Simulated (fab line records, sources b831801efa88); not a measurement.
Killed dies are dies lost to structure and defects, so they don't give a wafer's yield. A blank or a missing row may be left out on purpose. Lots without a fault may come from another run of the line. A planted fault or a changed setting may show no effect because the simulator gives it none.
Which tool did it? | flow sky130 | 12 lots, 36 wafers sampled, at 2 steps of a route of 708

WHAT THE GAUGES READ, wafer by wafer
SKY_RES_XHIGH_TW_MEAS_09.
lot  | measured     | on            | RES_XHIGH_TW
L075 | day 27 03:13 | film_metro-01 | 1637 1644 1635
L078 | day 27 09:19 | film_metro-02 | 1664 1669 1656
L079 | day 28 01:31 | film_metro-02 | 1649 1646 1652
L081 | day 29 08:02 | film_metro-02 | 1653 1663 1651
L083 | day 29 12:08 | film_metro-03 | 1656 1653 1643
L085 | day 30 03:46 | film_metro-01 | 1627 1630 1633
L087 | day 30 20:22 | film_metro-03 | 1651 1652 1649
L089 | day 31 16:41 | film_metro-02 | 1654 1662 1645
L091 | day 32 12:34 | film_metro-02 | 1635 1634 1643
L093 | day 32 22:55 | film_metro-03 | 1650 1652 1645
L095 | day 33 13:10 | film_metro-01 | 1643 1649 1648
L097 | day 34 12:59 | film_metro-02 | 1649 1657 1657

WHICH TOOL RAN EACH LOT (tool, then ch and the chambers of the sampled wafers, then the start)
lot  | SKY_SONOS_ONO_STRIP_17
L075 | plasma_asher-02 ch 0,1, day 13 02:00
L078 | plasma_asher-03 ch 0,1, day 13 10:38
L079 | plasma_asher-04 ch 0,1, day 14 02:20
L081 | plasma_asher-04 ch 0,1, day 14 17:37
L083 | plasma_asher-02 ch 0,1, day 15 05:29
L085 | plasma_asher-04 ch 0,1, day 16 02:02
L087 | plasma_asher-04 ch 0,1, day 16 15:17
L089 | plasma_asher-02 ch 0,1, day 17 12:38
L091 | plasma_asher-04 ch 0,1, day 18 07:32
L093 | plasma_asher-04 ch 0,1, day 18 22:07
L095 | plasma_asher-04 ch 0,1, day 19 09:34
L097 | plasma_asher-04 ch 0,1, day 21 02:45
- SKY_SONOS_ONO_STRIP_17: strips in O2/N2.

THE ANSWER, worked out from the rows above alone
Rule: what is usual is taken from the lots themselves. Put in order of their means at a reading, lots are off if they are a third of the lots or fewer, leave a main group of 4 or more, and stand apart from it by a gap of 3 or more times the standard deviation of the main group's means; of several such gaps the widest counts. A main group whose means are all the same, to the digits that the tables above print for the reading, isn't used. A lot without any number at a reading at which 4 lots or more have one is off too. The other lots that the step has rows for count as sound.
No lot is off at any reading shown: from this, nothing can be told.

WHAT THE SIMULATOR HAD PUT IN
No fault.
